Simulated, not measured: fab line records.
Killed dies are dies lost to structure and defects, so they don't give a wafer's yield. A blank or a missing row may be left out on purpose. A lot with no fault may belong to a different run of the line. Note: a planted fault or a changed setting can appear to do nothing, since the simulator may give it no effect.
Struck lot and sound lot, side by side / flow sky130 / 16 steps out of a route of 708
Sound: these wafers, L345.1, L345.4, L345.5. Struck: wafers L358.2, L358.4, L358.6. At the end, the cause is stated.
For every step that has rows: the tool of each side, followed by ch and its chambers, followed by its first start. Under that, the readings that differ: sound wafers / struck wafers / difference of the means / sigmas: that difference in standard deviations of wafers without a fault.
alike: same words and numbers on both sides, and readings whose means sit less than 2 such deviations apart. not compared: any withheld reading, any reading some wafer has no value for, any bound like >300 that may hide the same value, and any number with overlapping values for which the record gives no deviation.
The two part at a step that has a row with sigmas, a row that says differs or no value, or rows on one side only. Numbers that don't overlap but have no deviation are shown without sigmas and don't part them. A reading that every wafer of one side lacks parts them only if that side has two wafers or more.

first, 3 steps without rows for these wafers: SKY_METAL2_EXPOSE_12 (exposes mask MM2, target cd 140 nm); SKY_METAL2_PEB_13; SKY_METAL2_DEVELOP_14 (develop time 60 s).
SKY_METAL2_CD_MEAS_15: the cd target is 140 nm.
  sound: cd_sem-02 at day 37 00:16; struck: cd_sem-01 at day 40 23:32
  alike: cd_nm
SKY_METAL2_OVL_MEAS_16:
  sound: overlay-02 at day 37 00:23; struck: overlay-02 at day 40 23:39
  alike: METAL2_OVL
SKY_METAL2_DESCUM_17: chemistry O2, time 8 s.
  sound on rie_metal-01 ch 0,1, day 37 00:26; struck on rie_metal-03 ch 0,1, day 40 23:41
reading=drypump_motor_current_A (A); sound=6.38 6.17 6.39; struck=5.69 5.70 6.03; difference=-0.51; sigmas=-2
  alike: oes_product_au
  not compared: rf_hours_counter_h
SKY_METAL2_ETCH_18: etches BARC in N2/H2, stops on SiO2, time 45.9 s, target depth 60 nm.
  sound on rie_metal-01 ch 0,1, day 37 00:28; struck on rie_metal-03 ch 0,1, day 40 23:43
reading=drypump_motor_current_A (A); sound=6.44 6.18 6.43; struck=5.70 5.70 6.03; difference=-0.54; sigmas=-2
  alike: oes_product_au, throttle_valve_pct
  not compared: rf_hours_counter_h
SKY_METAL2_METAL_ETCH_19: etches the open film in Cl2/BCl3, stops on SiO2, target depth 360 nm, time 78 s.
  sound on rie_metal-01 ch 0,1, day 37 00:31; struck on rie_metal-03 ch 0,1, day 40 23:46
reading=drypump_motor_current_A (A); sound=6.39 6.15 6.38; struck=5.69 5.68 6.00; difference=-0.52; sigmas=-2
  alike: oes_product_au, throttle_valve_pct
  not compared: rf_hours_counter_h
SKY_METAL2_STRIP_20: strips in O2/N2.
  sound on plasma_asher-03 ch 0, day 37 00:37; struck on plasma_asher-03 ch 0,1, day 40 23:52
  alike: drypump_motor_current_A, oes_product_au, strip_time_to_endpoint_s
  not compared: rf_hours_counter_h
then, 3 steps without rows for these wafers: SKY_METAL2_STRIP_21 (strips in post etch residue remover, time 1200 s); SKY_METAL2_CLEAN_22 (cleans in IPA, time 180 s); SKY_METAL2_CLEAN_23 (cleans in O3/DIW).
SKY_VIA2_HDPCVD_00: deposits SiO2, target thk 1180 nm, time 196.7 s.
  sound on hdpcvd-01 ch 0,1, day 37 01:13; struck on hdpcvd-02 ch 0,1,2, day 41 00:28
reading=sih4_flow_sccm (sccm); sound=59.88 60.05 59.79; struck=48.14 48.17 47.85; difference=-11.85; sigmas=-66
reading=model.SiO2_of_VIA2_HDPCVD_00.thk_nm (nm); sound=1160 1186 1152; struck=960.8 959.1 966.6; difference=-203.8; sigmas=
  alike: pressure_mtorr
SKY_VIA2_THK_MEAS_01:
  sound: film_metro-02 at day 37 01:20; struck: film_metro-01 at day 41 00:49
reading=VIA2_HDPCVD_THK (nm); sound=1160 1186 1152; struck=961 959 967; difference=-204; sigmas=-11
  not compared: hold
SKY_VIA2_CMP_02: polishes SiO2.
  sound on cmp-01 ch 1,3, day 37 01:35; struck on cmp-01 ch 1,2,3, day 41 03:32
reading=hold; sound=- - -; struck=await_dispo/2.7h/release await_dispo/2.7h/release await_dispo/2.7h/release; difference=no value on the sound wafers; sigmas=
  alike: motor_current_A
-- the record jumps here: 9 days lie between the struck wafers' starts before and after (it left off in module VIA2 and takes up again in module PAD_OPEN, whose first step shown is number 708 of the route) --
SKY_PAD_OPEN_PROBE_99:
  sound: prober-02 at day 47 09:05; struck: prober-02 at day 50 08:17
  alike: defect_limited_yield, killed_at_M0_to_M3, killed_at_M4_up, killed_at_contacts, killed_at_front_end, killed_at_other, killed_dies, killed_open, killed_short

## WHERE THEY PART
First at SKY_METAL2_DESCUM_17; last, within this record, at SKY_VIA2_CMP_02. Later steps at which nothing parts them and some readings are alike: SKY_PAD_OPEN_PROBE_99.

WHY: what had been put in by the simulator
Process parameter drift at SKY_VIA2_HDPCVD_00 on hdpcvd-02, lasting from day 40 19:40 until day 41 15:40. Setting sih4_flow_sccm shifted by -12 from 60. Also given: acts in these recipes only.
